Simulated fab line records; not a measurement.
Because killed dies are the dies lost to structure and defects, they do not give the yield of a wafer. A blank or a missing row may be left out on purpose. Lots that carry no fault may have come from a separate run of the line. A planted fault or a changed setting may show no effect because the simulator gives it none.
A struck lot beside a sound one	flow sky130	17 out of 708 route steps
Sound: the wafers L101.3, L101.4, L101.5. The struck wafers were L112.1, L112.5, L112.6. The cause is given at the end.
Order at every step that has rows: each side's tool, ch and its chambers, its first start. Under that, the readings that differ: sound wafers	struck wafers	difference of the means	sigmas: that difference in standard deviations of wafers without a fault.
alike: readings whose means differ by less than 2 such deviations, and words and numbers that are the same on both sides. not compared: withheld readings, readings that some wafer has no value for, bounds like >300 that may hide the same value, and numbers for which the record gives no deviation and whose values overlap.
Wherever a step has rows on one side only, a row that says differs or no value, or a row with sigmas, the two part there. Numbers that have no deviation but don't overlap get no sigmas and don't part them. A reading that every wafer of one side lacks parts them only if that side has two wafers or more.

SKY_LDD_HVN_OVL_MEAS_07:
  struck on overlay-02, day 24 13:59; sound on overlay-01, day 20 02:00
  alike: LDD_HVN_OVL
after that, 1 step had no rows for these wafers: SKY_LDD_HVN_IMPLANT_08.
SKY_LDD_HVN_STRIP_09: strips in O2/N2.
  sound on plasma asher-03 ch 0,1, day 20 02:13; struck on plasma asher-01 ch 0,1, day 24 14:10
  alike: drypump motor current A, n2 flow sccm, oes product au, strip time to endpoint s
  not compared: rf hours counter h
SKY_LDD_HVN_TW_MEAS_10:
  struck on film metro-04, day 24 14:16; sound on film metro-01, day 20 02:18
reading	sound	struck	difference	sigmas
LDD_HVN_TW	1465 1463 1470	1431 1434 1440	-31	-2
then, 7 steps without rows for these wafers: SKY_LDD_HVP_DEHYDRATE_00 (time 60 s); SKY_LDD_HVP_HMDS_01 (prime time 60 s); SKY_LDD_HVP_COAT_02 (resist thk 300 nm); SKY_LDD_HVP_SOFTBAKE_03 (time 60 s); SKY_LDD_HVP_EXPOSE_04 (exposes mask HVPTM, target cd 700 nm); SKY_LDD_HVP_PEB_05; SKY_LDD_HVP_DEVELOP_06 (develop time 60 s).
SKY_LDD_HVP_OVL_MEAS_07:
  struck on overlay-02, day 25 19:38; sound on overlay-02, day 21 09:04
  alike: LDD_HVP_OVL
SKY_LDD_HVP_IMPLANT_08:
  sound on implanter-04 ch 0, day 21 09:09; struck on implanter-04 ch 0, day 25 19:41
reading	sound	struck	difference	sigmas
beam energy keV	19.995 20.000 20.003	17.378 17.373 17.376	-2.624	-99 or more
model.implant.rp nm (nm)	63.67 63.67 63.67	54.01 54.01 54.01	-9.66	
model.implant.drp nm (nm)	28.53 28.53 28.53	25.8 25.8 25.8	-2.7	
SKY_LDD_HVP_STRIP_09: strips in O2/N2.
  sound on plasma asher-02 ch 0,1, day 21 09:17; struck on plasma asher-01 ch 0,1, day 25 19:50
  alike: drypump motor current A, n2 flow sccm, oes product au, strip time to endpoint s
  not compared: rf hours counter h
SKY_LDD_HVP_TW_MEAS_10:
  struck on film metro-02, day 25 19:56; sound on film metro-01, day 21 09:22
reading	sound	struck	difference	sigmas
LDD_HVP_TW	459.9 459.7 460.7	442.2 443.2 441.2	-17.9	-6
then, 1 step without rows for these wafers: SKY_LDD_LDN_DEHYDRATE_00 (time 60 s).
-- here the record skips 23 days between the struck wafers' starts before and after, leaving off in module LDD_LDN and picking up in module PAD_OPEN (first step shown: number 708 of the route) --
SKY_PAD_OPEN_PROBE_99:
  struck on prober-02, day 48 17:32; sound on prober-01, day 45 18:27
reading	sound	struck	difference	sigmas
model.etest.tip_p_5v.rs ohm sq	2902 2900 2892	2930 2938 2946	+40	
  alike: killed_at_M0_to_M3, killed_at_M4_up, killed at contacts, killed at front end, killed at other, killed dies, killed open, killed short

WHERE THEY PART
At SKY_LDD_HVN_TW_MEAS_10 first; at SKY_LDD_HVP_TW_MEAS_10 last (within this record only). Later steps at which nothing parts them and some readings are alike: SKY_PAD_OPEN_PROBE_99.

WHY: what had been put in by the simulator
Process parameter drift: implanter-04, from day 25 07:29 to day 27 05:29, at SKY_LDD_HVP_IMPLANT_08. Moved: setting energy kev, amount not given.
